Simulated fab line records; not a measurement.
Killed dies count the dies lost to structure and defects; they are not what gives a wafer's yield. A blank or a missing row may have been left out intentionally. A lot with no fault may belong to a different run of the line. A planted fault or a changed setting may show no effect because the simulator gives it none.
Check for tools in common || flow gf180mcu || Lots sampled 13, wafers sampled 39

## WHAT PROMPTED THE OPENING
At GF_HV_LDD_TW_MEAS_50 the reading HV_LDD_4_TW is flagged on 1 of 13 lots. Fault-free wafers read 570.3, with a standard deviation of 2.5.
Rule: a lot gets a flag if all its wafers with a number sit over 4 standard deviations from that mean, or if no wafer of it has a number. All remaining lots are regarded as sound.

{"lot": "L955", "measured": "day 12 06:59", "on": "filmMetro-01", "HV_LDD_4_TW, wafer by wafer": "570.6 573.9 571.3", "flag": ""}
{"lot": "L957", "measured": "day 13 05:50", "on": "filmMetro-01", "HV_LDD_4_TW, wafer by wafer": "569.2 568.6 570.0", "flag": ""}
{"lot": "L960", "measured": "day 14 04:02", "on": "filmMetro-03", "HV_LDD_4_TW, wafer by wafer": "574.0 574.2 573.4", "flag": ""}
{"lot": "L964", "measured": "day 15 21:20", "on": "filmMetro-04", "HV_LDD_4_TW, wafer by wafer": "30.1 30.0 30.1", "flag": "FLAGGED"}
{"lot": "L965", "measured": "day 16 15:18", "on": "filmMetro-03", "HV_LDD_4_TW, wafer by wafer": "569.9 568.5 569.5", "flag": ""}
{"lot": "L968", "measured": "day 17 09:17", "on": "filmMetro-01", "HV_LDD_4_TW, wafer by wafer": "567.5 570.3 566.7", "flag": ""}
{"lot": "L969", "measured": "day 18 04:56", "on": "filmMetro-01", "HV_LDD_4_TW, wafer by wafer": "570.2 569.4 570.9", "flag": ""}
{"lot": "L972", "measured": "day 18 21:29", "on": "filmMetro-01", "HV_LDD_4_TW, wafer by wafer": "573.9 572.1 567.6", "flag": ""}
{"lot": "L971", "measured": "day 18 22:44", "on": "filmMetro-03", "HV_LDD_4_TW, wafer by wafer": "573.9 570.1 570.9", "flag": ""}
{"lot": "L973", "measured": "day 19 05:14", "on": "filmMetro-01", "HV_LDD_4_TW, wafer by wafer": "567.8 568.4 572.0", "flag": ""}
{"lot": "L976", "measured": "day 19 19:17", "on": "filmMetro-03", "HV_LDD_4_TW, wafer by wafer": "571.8 570.1 570.6", "flag": ""}
{"lot": "L975", "measured": "day 19 21:05", "on": "filmMetro-04", "HV_LDD_4_TW, wafer by wafer": "571.8 569.5 567.3", "flag": ""}
{"lot": "L977", "measured": "day 20 12:22", "on": "filmMetro-03", "HV_LDD_4_TW, wafer by wafer": "576.8 576.8 573.6", "flag": ""}
The numbers of the flagged lots are 30.1 on average: -540.2 against the usual, or -99 or more standard deviations.

## EACH LOT AND THE TOOL IT RAN ON
Before the reading, the record contains 2 process steps out of a 602-step route. In each cell: the tool, then ch and the chambers that the sampled wafers went through, then the start.
{"lot": "L955", "flag": "", "GF_STI_CMP_25": "cmp-01 ch 0,2,3, day 2 09:07", "GF_HV_LDD_EXPOSE_43": "ilineStepper-02 ch 0, day 11 21:22"}
{"lot": "L957", "flag": "", "GF_STI_CMP_25": "cmp-02 ch 0,2,3, day 2 19:04", "GF_HV_LDD_EXPOSE_43": "ilineStepper-02 ch 0, day 12 19:43"}
{"lot": "L960", "flag": "", "GF_STI_CMP_25": "cmp-02 ch 0,1, day 3 10:32", "GF_HV_LDD_EXPOSE_43": "ilineStepper-01 ch 0, day 13 17:29"}
{"lot": "L964", "flag": "FLAGGED", "GF_STI_CMP_25": "cmp-01 ch 0,2,3, day 4 09:02", "GF_HV_LDD_EXPOSE_43": "ilineStepper-01 ch 0, day 15 10:29"}
{"lot": "L965", "flag": "", "GF_STI_CMP_25": "cmp-01 ch 0,1,2, day 4 17:26", "GF_HV_LDD_EXPOSE_43": "ilineStepper-02 ch 0, day 16 04:38"}
{"lot": "L968", "flag": "", "GF_STI_CMP_25": "cmp-02 ch 0,3, day 5 08:17", "GF_HV_LDD_EXPOSE_43": "ilineStepper-01 ch 0, day 16 22:13"}
{"lot": "L969", "flag": "", "GF_STI_CMP_25": "cmp-01 ch 0,2,3, day 5 16:25", "GF_HV_LDD_EXPOSE_43": "ilineStepper-01 ch 0, day 17 16:37"}
{"lot": "L972", "flag": "", "GF_STI_CMP_25": "cmp-01 ch 0,1,2, day 6 04:15", "GF_HV_LDD_EXPOSE_43": "ilineStepper-02 ch 0, day 18 09:28"}
{"lot": "L971", "flag": "", "GF_STI_CMP_25": "cmp-02 ch 1,2,3, day 6 04:21", "GF_HV_LDD_EXPOSE_43": "ilineStepper-02 ch 0, day 18 10:47"}
{"lot": "L973", "flag": "", "GF_STI_CMP_25": "cmp-02 ch 1,3, day 6 12:51", "GF_HV_LDD_EXPOSE_43": "ilineStepper-01 ch 0, day 18 17:19"}
{"lot": "L976", "flag": "", "GF_STI_CMP_25": "cmp-01 ch 0,2, day 6 21:53", "GF_HV_LDD_EXPOSE_43": "ilineStepper-01 ch 0, day 19 06:54"}
{"lot": "L975", "flag": "", "GF_STI_CMP_25": "cmp-02 ch 0,1,3, day 6 21:59", "GF_HV_LDD_EXPOSE_43": "ilineStepper-01 ch 0, day 19 08:46"}
{"lot": "L977", "flag": "", "GF_STI_CMP_25": "cmp-01 ch 0,1,2, day 7 08:10", "GF_HV_LDD_EXPOSE_43": "ilineStepper-01 ch 0, day 20 00:31"}
What these steps do:
- GF_STI_CMP_25: polishes, stops on Si3N4, t overpolish 33 s, target thk 524.6 nm.
- GF_HV_LDD_EXPOSE_43: exposes mask Pplus HV AREA, target cd 400 nm.
- GF_HV_LDD_TW_MEAS_50

## FLAGGED AGAINST TOTAL, ONE TOOL AT A TIME (gauges that did the reading follow at the end)
{"step": "GF_STI_CMP_25", "tool": "cmp-01", "lots run": 7, "flagged": 1, "share of the flagged lots": "all", "sound lots run after its first flagged lot": "5 (L965,L969,L972,L976,L977)"}
{"step": "GF_STI_CMP_25", "tool": "cmp-02", "lots run": 6, "flagged": 0, "share of the flagged lots": "none", "sound lots run after its first flagged lot": "-"}
{"step": "GF_HV_LDD_EXPOSE_43", "tool": "ilineStepper-01", "lots run": 8, "flagged": 1, "share of the flagged lots": "all", "sound lots run after its first flagged lot": "6 (L968,L969,L973,L976,L975,L977)"}
{"step": "GF_HV_LDD_EXPOSE_43", "tool": "ilineStepper-02", "lots run": 5, "flagged": 0, "share of the flagged lots": "none", "sound lots run after its first flagged lot": "-"}
{"step": "GF_HV_LDD_TW_MEAS_50", "tool": "filmMetro-01", "lots run": 6, "flagged": 0, "share of the flagged lots": "none", "sound lots run after its first flagged lot": "-"}
{"step": "GF_HV_LDD_TW_MEAS_50", "tool": "filmMetro-03", "lots run": 5, "flagged": 0, "share of the flagged lots": "none", "sound lots run after its first flagged lot": "-"}
{"step": "GF_HV_LDD_TW_MEAS_50", "tool": "filmMetro-04", "lots run": 2, "flagged": 1, "share of the flagged lots": "all", "sound lots run after its first flagged lot": "1 (L975)"}

## WHAT THE TABLE ALLOWS
All flagged lots were run by 3 table rows, namely cmp-01 at GF_STI_CMP_25, ilineStepper-01 at GF_HV_LDD_EXPOSE_43, filmMetro-04 at GF_HV_LDD_TW_MEAS_50.
- cmp-01 at GF_STI_CMP_25 ran 7 lots, 1 of them flagged. Sound lots ran on it after the first flagged one (L965, L969, L972, L976, L977), which a lasting fault on the whole tool wouldn't allow.
- ilineStepper-01 at GF_HV_LDD_EXPOSE_43 ran 8 lots, 1 of them flagged. Sound lots ran on it after the first flagged one (L968, L969, L973, L976, L975, L977), which a lasting fault on the whole tool wouldn't allow.
- filmMetro-04 at GF_HV_LDD_TW_MEAS_50 ran 2 lots, 1 of them flagged. Sound lots ran on it after the first flagged one (L975), which a lasting fault on the whole tool wouldn't allow.
Every row of the table either missed a flagged lot or ran a sound lot after the first.

## WHAT THE SIMULATOR HAD INSERTED
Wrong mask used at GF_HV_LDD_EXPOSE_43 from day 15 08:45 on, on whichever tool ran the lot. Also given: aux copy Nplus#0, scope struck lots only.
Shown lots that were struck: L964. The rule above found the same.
